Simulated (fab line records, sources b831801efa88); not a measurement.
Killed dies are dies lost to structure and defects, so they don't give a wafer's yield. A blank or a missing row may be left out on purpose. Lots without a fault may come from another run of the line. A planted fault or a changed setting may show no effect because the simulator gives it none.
A struck lot beside a sound one | flow sky130 | 15 steps out of a route of 708
Sound: wafers L389.1, L389.2, L389.6. Struck: wafers L406.1, L406.5. (L406.6 of the same lot was not struck and is left out.) The cause comes at the end.
At each step with rows: each side's tool, then ch and its chambers, then its first start. Under that, the readings that differ: sound wafers | struck wafers | difference of the means | sigmas: that difference in standard deviations of wafers without a fault.
alike: readings whose means differ by less than 2 such deviations, and words and numbers that are the same on both sides. not compared: withheld readings, readings that some wafer has no value for, bounds like >300 that may hide the same value, and numbers for which the record gives no deviation and whose values overlap.
The two part at a step that has a row with sigmas, a row that says differs or no value, or rows on one side only. Numbers that don't overlap but have no deviation are shown without sigmas and don't part them. A reading that every wafer of one side lacks parts them only if that side has two wafers or more.

SKY_METAL2_THK_MEAS_06: measures by xrf.
  sound on film_metro-02, day 35 09:16; struck on film_metro-01, day 40 10:11
  alike: METAL2_ALCU_THK
then, 8 steps without rows for these wafers: SKY_METAL2_DEHYDRATE_07 (time 60 s); SKY_METAL2_HMDS_08 (prime time 60 s); SKY_METAL2_COAT_09 (resist thk 60 nm); SKY_METAL2_COAT_10 (resist thk 450 nm); SKY_METAL2_SOFTBAKE_11 (time 90 s); SKY_METAL2_EXPOSE_12 (exposes mask MM2, target cd 140 nm); SKY_METAL2_PEB_13; SKY_METAL2_DEVELOP_14 (develop time 60 s).
SKY_METAL2_CD_MEAS_15: target cd 140 nm.
  sound on cd_sem-02, day 36 16:21; struck on cd_sem-01, day 41 10:12
  reading    | sound             | struck      | difference | sigmas
  cd_nm (nm) | 137.0 137.6 137.1 | 139.7 141.4 | +3.3       | +3
SKY_METAL2_OVL_MEAS_16:
  sound on overlay-02, day 36 16:28; struck on overlay-01, day 41 10:19
  alike: METAL2_OVL
SKY_METAL2_DESCUM_17: chemistry O2, time 8 s.
  sound on rie_metal-01 ch 0,1, day 36 16:30; struck on rie_metal-02 ch 0, day 41 10:21
  alike: chamber_pressure_mTorr, drypump_motor_current_A, oes_product_au
  not compared: rf_hours_counter_h
SKY_METAL2_ETCH_18: etches BARC in N2/H2, stops on SiO2, time 45.9 s, target depth 60 nm.
  sound on rie_metal-01 ch 0,1, day 36 16:32; struck on rie_metal-02 ch 0, day 41 10:23
  reading                                       | sound             | struck      | difference | sigmas
  drypump_motor_current_A (A)                   | 5.3 5.0 5.0       | 5.9 5.9     | +0.8       | +2
  model.KrF-thick_of_METAL2_COAT_10.thk_nm (nm) | 393.8 394.5 395.3 | 385.2 385.8 | -9.0       |
  alike: chamber_pressure_mTorr, n2_flow_sccm, oes_product_au, throttle_valve_pct
  not compared: rf_hours_counter_h
SKY_METAL2_METAL_ETCH_19: etches the open film in Cl2/BCl3, stops on SiO2, target depth 360 nm, time 78 s.
  sound on rie_metal-01 ch 0,1, day 36 16:36; struck on rie_metal-02 ch 0, day 41 10:27
  reading                                       | sound             | struck      | difference | sigmas
  drypump_motor_current_A (A)                   | 5.3 5.0 5.0       | 5.9 5.9     | +0.8       | +2
  model.KrF-thick_of_METAL2_COAT_10.thk_nm (nm) | 165.3 163.6 163.6 | 158.3 158.4 | -5.8       |
  alike: chamber_pressure_mTorr, oes_product_au, throttle_valve_pct
  not compared: rf_hours_counter_h
SKY_METAL2_STRIP_20: strips in O2/N2.
  sound on plasma_asher-04 ch 0,1, day 36 16:41; struck on plasma_asher-01 ch 0, day 41 10:32
  alike: chamber_pressure_mTorr, drypump_motor_current_A, n2_flow_sccm, oes_product_au, strip_time_to_endpoint_s
  not compared: rf_hours_counter_h

WHERE THEY PART
First at SKY_METAL2_CD_MEAS_15; last, within this record, at SKY_METAL2_METAL_ETCH_19. Later steps at which nothing parts them and some readings are alike: SKY_METAL2_STRIP_20.

WHY: what the simulator had put in
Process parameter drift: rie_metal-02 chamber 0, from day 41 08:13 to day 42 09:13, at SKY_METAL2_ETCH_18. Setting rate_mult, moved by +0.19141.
